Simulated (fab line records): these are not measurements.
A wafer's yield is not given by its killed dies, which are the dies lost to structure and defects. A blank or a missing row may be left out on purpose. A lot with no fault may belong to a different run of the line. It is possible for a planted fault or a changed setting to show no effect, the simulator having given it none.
Which tool was responsible? :: flow gf180mcu :: Sampling: 12 lots, 36 wafers, 6 of 602 route steps

## WHAT THE GAUGES READ, wafer by wafer
GF_VT_IMPLANT_TW_MEAS_21. Usual: for VT_IMPLANT_2_TW the level is 1218 and the standard deviation is 11.
lot: L469
measured: day 6 09:29
on: film_metro-02
VT_IMPLANT_2_TW: 1234 1228 1236
flag: 

lot: L470
measured: day 6 17:52
on: film_metro-04
VT_IMPLANT_2_TW: 1212 1217 1206
flag: 

lot: L472
measured: day 7 10:31
on: film_metro-02
VT_IMPLANT_2_TW: 1228 1229 1225
flag: 

lot: L474
measured: day 7 18:52
on: film_metro-03
VT_IMPLANT_2_TW: 1210 1210 1213
flag: 

lot: L476
measured: day 8 14:32
on: film_metro-03
VT_IMPLANT_2_TW: 1210 1207 1202
flag: 

lot: L477
measured: day 8 15:22
on: film_metro-02
VT_IMPLANT_2_TW: 1235 1227 1235
flag: 

lot: L479
measured: day 9 05:32
on: film_metro-03
VT_IMPLANT_2_TW: 1210 1202 1201
flag: 

lot: L483
measured: day 10 07:35
on: film_metro-04
VT_IMPLANT_2_TW: 1216 1207 1209
flag: 

lot: L487
measured: day 11 07:03
on: film_metro-03
VT_IMPLANT_2_TW: 1212 1210 1206
flag: 

lot: L488
measured: day 11 13:21
on: film_metro-04
VT_IMPLANT_2_TW: 1210 1210 1221
flag: 

lot: L489
measured: day 11 17:48
on: film_metro-02
VT_IMPLANT_2_TW: 1222 1222 1231
flag: 

lot: L490
measured: day 12 00:40
on: film_metro-02
VT_IMPLANT_2_TW: 1234 1229 1229
flag: 

GF_M1_RS_MEAS_05: measurement is done with a four-point probe. Usual: for M1_ALCU_RS the level is 0.0695 ohm/sq and the standard deviation is 0.00079.
lot: L469
measured: day 16 10:05
on: film_metro-02
M1_ALCU_RS (ohm/sq): 0.0702 0.0691 0.0702
flag: 

lot: L470
measured: day 16 21:04
on: film_metro-03
M1_ALCU_RS (ohm/sq): 0.0687 0.0689 0.0692
flag: 

lot: L472
measured: day 17 19:32
on: film_metro-02
M1_ALCU_RS (ohm/sq): 0.0702 0.0712 0.0702
flag: 

lot: L474
measured: day 18 06:17
on: film_metro-04
M1_ALCU_RS (ohm/sq): 0.0687 0.0680 0.0689
flag: 

lot: L476
measured: day 19 09:56
on: film_metro-02
M1_ALCU_RS (ohm/sq): 0.0678 0.0698 0.0679
flag: 

lot: L477
measured: day 19 14:16
on: film_metro-03
M1_ALCU_RS (ohm/sq): 0.0693 0.0689 0.0695
flag: 

lot: L479
measured: day 20 11:11
on: film_metro-03
M1_ALCU_RS (ohm/sq): 0.0695 0.0689 0.0689
flag: 

lot: L483
measured: day 21 20:25
on: film_metro-02
M1_ALCU_RS (ohm/sq): 0.0725 0.0730 0.0737
flag: OFF

lot: L487
measured: day 22 22:50
on: film_metro-02
M1_ALCU_RS (ohm/sq): 0.0736 0.0720 0.0730
flag: OFF

lot: L488
measured: day 23 08:27
on: film_metro-03
M1_ALCU_RS (ohm/sq): 0.0698 0.0708 0.0696
flag: 

lot: L489
measured: day 23 10:21
on: film_metro-03
M1_ALCU_RS (ohm/sq): 0.0688 0.0683 0.0683
flag: 

lot: L490
measured: day 23 21:55
on: film_metro-02
M1_ALCU_RS (ohm/sq): 0.0706 0.0699 0.0690
flag: 

GF_M1_THK_MEAS_06: measures by xrf. Usual: for M1_ALCU_THK the level is 451 nm and the standard deviation is 5.1.
lot: L469
measured: day 16 10:13
on: film_metro-02
M1_ALCU_THK (nm): 448 458 449
flag: 

lot: L470
measured: day 16 21:11
on: film_metro-03
M1_ALCU_THK (nm): 454 456 456
flag: 

lot: L472
measured: day 17 19:40
on: film_metro-02
M1_ALCU_THK (nm): 446 440 446
flag: 

lot: L474
measured: day 18 06:24
on: film_metro-04
M1_ALCU_THK (nm): 449 457 450
flag: 

lot: L476
measured: day 19 10:02
on: film_metro-02
M1_ALCU_THK (nm): 464 451 465
flag: 

lot: L477
measured: day 19 14:22
on: film_metro-03
M1_ALCU_THK (nm): 449 451 447
flag: 

lot: L479
measured: day 20 11:19
on: film_metro-03
M1_ALCU_THK (nm): 450 454 456
flag: 

lot: L483
measured: day 21 20:32
on: film_metro-02
M1_ALCU_THK (nm): 431 429 426
flag: OFF

lot: L487
measured: day 22 22:57
on: film_metro-02
M1_ALCU_THK (nm): 425 437 429
flag: OFF

lot: L488
measured: day 23 08:34
on: film_metro-03
M1_ALCU_THK (nm): 447 442 450
flag: 

lot: L489
measured: day 23 10:28
on: film_metro-03
M1_ALCU_THK (nm): 452 456 458
flag: 

lot: L490
measured: day 23 22:01
on: film_metro-02
M1_ALCU_THK (nm): 447 448 457
flag: 

GF_M1_OVL_MEAS_15. Usual: for M1_OVL the level is 4 nm and the standard deviation is 5.7.
lot: L469
measured: day 17 09:38
on: overlay-01
M1_OVL (nm): 17 12 15
flag: 

lot: L470
measured: day 17 19:53
on: overlay-02
M1_OVL (nm): 14 17 13
flag: 

lot: L472
measured: day 18 18:17
on: overlay-01
M1_OVL (nm): 8 12 11
flag: 

lot: L474
measured: day 19 05:38
on: overlay-01
M1_OVL (nm): -6 1 -3
flag: 

lot: L476
measured: day 20 10:09
on: overlay-01
M1_OVL (nm): 5 6 2
flag: 

lot: L477
measured: day 20 14:14
on: overlay-02
M1_OVL (nm): -5 3 0
flag: 

lot: L479
measured: day 21 10:37
on: overlay-01
M1_OVL (nm): 8 4 3
flag: 

lot: L483
measured: day 22 18:38
on: overlay-02
M1_OVL (nm): -4 9 7
flag: 

lot: L487
measured: day 23 21:29
on: overlay-02
M1_OVL (nm): -2 1 2
flag: 

lot: L488
measured: day 24 07:01
on: overlay-01
M1_OVL (nm): 2 3 4
flag: 

lot: L489
measured: day 24 08:02
on: overlay-02
M1_OVL (nm): -7 -1 -8
flag: 

lot: L490
measured: day 24 19:17
on: overlay-02
M1_OVL (nm): 1 -2 2
flag: 

GF_V2_THK_MEAS_03. Usual: for V2_CVD_02_THK the level is 850 nm and the standard deviation is 10.
lot: L469
measured: day 19 12:19
on: film_metro-03
V2_CVD_02_THK (nm): 857 846 853
flag: 

lot: L470
measured: day 19 23:09
on: film_metro-01
V2_CVD_02_THK (nm): 857 850 861
flag: 

lot: L472
measured: day 20 22:16
on: film_metro-01
V2_CVD_02_THK (nm): 841 841 838
flag: 

lot: L474
measured: day 21 10:44
on: film_metro-03
V2_CVD_02_THK (nm): 847 828 862
flag: 

lot: L476
measured: day 22 13:34
on: film_metro-01
V2_CVD_02_THK (nm): 844 844 849
flag: 

lot: L477
measured: day 22 17:08
on: film_metro-04
V2_CVD_02_THK (nm): 836 865 853
flag: 

lot: L479
measured: day 23 13:38
on: film_metro-03
V2_CVD_02_THK (nm): 826 845 853
flag: 

lot: L483
measured: day 24 19:02
on: film_metro-04
V2_CVD_02_THK (nm): 833 837 852
flag: 

lot: L487
measured: day 25 20:35
on: film_metro-01
V2_CVD_02_THK (nm): 858 852 860
flag: 

lot: L488
measured: day 26 06:33
on: film_metro-03
V2_CVD_02_THK (nm): 852 841 865
flag: 

lot: L489
measured: day 26 07:10
on: film_metro-01
V2_CVD_02_THK (nm): 854 847 865
flag: 

lot: L490
measured: day 26 17:57
on: film_metro-03
V2_CVD_02_THK (nm): 861 865 865
flag: 

## WHAT TOOL EACH LOT RAN ON (gives the tool, then ch and the chambers of the sampled wafers, and finally the start)
lot: L469
GF_M1_SPUTTER_02: pvd_sputter-01, day 16 10:00

lot: L470
GF_M1_SPUTTER_02: pvd_sputter-01, day 16 20:59

lot: L472
GF_M1_SPUTTER_02: pvd_sputter-02, day 17 19:27

lot: L474
GF_M1_SPUTTER_02: pvd_sputter-03, day 18 06:11

lot: L476
GF_M1_SPUTTER_02: pvd_sputter-02, day 19 09:48

lot: L477
GF_M1_SPUTTER_02: pvd_sputter-03, day 19 14:09

lot: L479
GF_M1_SPUTTER_02: pvd_sputter-01, day 20 11:06

lot: L483
GF_M1_SPUTTER_02: pvd_sputter-01, day 21 20:19

lot: L487
GF_M1_SPUTTER_02: pvd_sputter-01, day 22 22:44

lot: L488
GF_M1_SPUTTER_02: pvd_sputter-02, day 23 08:22

lot: L489
GF_M1_SPUTTER_02: pvd_sputter-03, day 23 10:16

lot: L490
GF_M1_SPUTTER_02: pvd_sputter-02, day 23 21:46
- GF_M1_SPUTTER_02: material AlCu, target thk 450 nm, time 23.9 s.

## AS READ BY THE TOOLS THEMSELVES (means over the sampled wafers that have a number; for cases with no such wafer, the mark the record gives instead)
GF_M1_SPUTTER_02. Usual: throttle_valve_pct 29.9 %, standard deviation 1.2.
lot: L469
tool: pvd_sputter-01
throttle_valve_pct (%): 31.3
flag: 

lot: L470
tool: pvd_sputter-01
throttle_valve_pct (%): 31.3
flag: 

lot: L472
tool: pvd_sputter-02
throttle_valve_pct (%): 29.6
flag: 

lot: L474
tool: pvd_sputter-03
throttle_valve_pct (%): 29.5
flag: 

lot: L476
tool: pvd_sputter-02
throttle_valve_pct (%): 29.7
flag: 

lot: L477
tool: pvd_sputter-03
throttle_valve_pct (%): 29.6
flag: 

lot: L479
tool: pvd_sputter-01
throttle_valve_pct (%): 31.3
flag: 

lot: L483
tool: pvd_sputter-01
throttle_valve_pct (%): 31.2
flag: 

lot: L487
tool: pvd_sputter-01
throttle_valve_pct (%): 31.0
flag: 

lot: L488
tool: pvd_sputter-02
throttle_valve_pct (%): 29.1
flag: 

lot: L489
tool: pvd_sputter-03
throttle_valve_pct (%): 28.5
flag: 

lot: L490
tool: pvd_sputter-02
throttle_valve_pct (%): 29.1
flag: 

## THE ANSWER, worked out from the rows above alone
Rule: lot off if the mean of its wafers having a number is beyond 3 standard deviations from the usual mean. Also off: a lot with no number at a reading for which 4 or more lots have one. All remaining lots with rows at the step are treated as sound. The gauges are gone through in route order, then the tools' own readings, and for those a lot's mean is taken as printed above. At the first step where some lot is off, the reading lying furthest off is the one used; lots without a number count as furthest.
Off: L483, L487, seen at GF_M1_RS_MEAS_05 (M1_ALCU_RS).
If a tool, at a process step before that reading, ran all the lots that are off and no sound lot after the first of them, it fits. Gauges at GF_M1_RS_MEAS_05: tried the same way as those tools. One fits: pvd_sputter-01 at GF_M1_SPUTTER_02. A fault onset in the window from L479 (day 20 11:06, its last sound lot) to L483 (day 21 20:19, its first lot off) fits.

## WHAT THE SIMULATOR HAD PUT IN
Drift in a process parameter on pvd_sputter-01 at GF_M1_SPUTTER_02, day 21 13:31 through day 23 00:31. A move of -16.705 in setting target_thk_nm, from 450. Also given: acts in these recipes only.
Shown lots that were struck: L483, L487. The same result came from the rule above.
